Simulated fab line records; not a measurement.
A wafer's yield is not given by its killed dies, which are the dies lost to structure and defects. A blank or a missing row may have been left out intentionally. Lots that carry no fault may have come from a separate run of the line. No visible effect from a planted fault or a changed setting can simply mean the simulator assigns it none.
Which tool is to blame? ; flow sky130 ; 10 lots with 30 wafers sampled at 2 steps, on a route of 708 steps

WHAT THE GAUGES READ, wafer by wafer
SKY_GATE_OXIDE_OVL_MEAS_10. Usual: for GATE_OXIDE_OVL the level is -0.2 nm and the standard deviation is 1.5.
lot;measured;on;GATE_OXIDE_OVL (nm);flag
L398;day 14 12:17;overlay-01;0.0 -2.9 -0.9;
L399;day 14 14:05;overlay-01;0.7 -1.0 -1.6;
L408;day 17 22:57;overlay-01;-0.4 0.8 0.7;
L410;day 18 14:58;overlay-01;1.1 -0.5 1.6;
L412;day 19 19:27;overlay-02;0.3 -0.2 0.9;
L413;day 20 00:32;overlay-02;-1.8 -1.0 -1.2;
L414;day 20 05:02;overlay-01;1.2 1.0 1.7;
L415;day 20 14:42;overlay-02;-0.4 0.8 2.1;
L416;day 20 23:41;overlay-02;-1.4 1.0 -0.6;
L418;day 21 12:02;overlay-01;-1.8 -0.1 -0.2;

TOOL THAT RAN EACH LOT (tool first, then ch and the chambers of the sampled wafers, then the start)
lot;SKY_SONOS_ONO_ETCH_15
L398;rie-diel-03 ch 0,2,3, day 13 07:57
L399;rie-diel-01 ch 0,3, day 13 10:32
L408;rie-diel-02 ch 2,3, day 16 14:50
L410;rie-diel-01 ch 0,1,3, day 17 05:59
L412;rie-diel-02 ch 0,3, day 18 10:03
L413;rie-diel-01 ch 0,2,3, day 18 15:38
L414;rie-diel-02 ch 1,3, day 18 17:44
L415;rie-diel-02 ch 0,3, day 19 05:20
L416;rie-diel-02 ch 1,2,3, day 19 15:05
L418;rie-diel-02 ch 0,1,2, day 20 02:59
- SKY_SONOS_ONO_ETCH_15: etches the open film in CHF3/O2, target depth 19.52 nm, time 7.8 s.

AS READ BY THE TOOLS THEMSELVES (means over the sampled wafers that have a number; for cases with no such wafer, the mark the record gives instead)
SKY_SONOS_ONO_ETCH_15. Usual: chamber-pressure-mTorr 40.00 mTorr, standard deviation 0.034; drypump-motor-current-A 5.8 A, standard deviation 0.39; oes-product-au 0.993 a.u., standard deviation 0.011; throttle-valve-pct 8.823 %, standard deviation 0.01.
lot;tool;chamber-pressure-mTorr (mTorr);drypump-motor-current-A (A);oes-product-au (a.u.);throttle-valve-pct (%);flag
L398;rie-diel-03;40.01;5.6;0.997;8.830;
L399;rie-diel-01;40.00;5.8;0.996;8.824;
L408;rie-diel-02;39.98;5.6;0.994;8.834;
L410;rie-diel-01;40.01;5.9;1.006;8.822;
L412;rie-diel-02;40.01;5.6;0.982;8.820;
L413;rie-diel-01;39.99;5.6;1.006;8.829;
L414;rie-diel-02;39.98;5.7;0.988;8.825;
L415;rie-diel-02;40.01;5.6;0.982;8.809;
L416;rie-diel-02;39.99;5.7;0.984;8.821;
L418;rie-diel-02;39.99;6.0;0.987;8.815;

THE ANSWER, worked out from the rows above alone
Rule: lot off if the mean of its wafers having a number is beyond 3 standard deviations from the usual mean. Also off: a lot with no number at a reading for which 4 or more lots have one. Where the step has rows for the other lots, those lots are counted as sound. After the gauges, taken in route order, come the tools' own readings; for these a lot's mean is taken, as printed above. At the first step where some lot is off, the reading lying furthest off is the one used; lots without a number count as furthest.
None of the lots is off at any reading shown; this tells nothing.

WHAT THE SIMULATOR PUT IN
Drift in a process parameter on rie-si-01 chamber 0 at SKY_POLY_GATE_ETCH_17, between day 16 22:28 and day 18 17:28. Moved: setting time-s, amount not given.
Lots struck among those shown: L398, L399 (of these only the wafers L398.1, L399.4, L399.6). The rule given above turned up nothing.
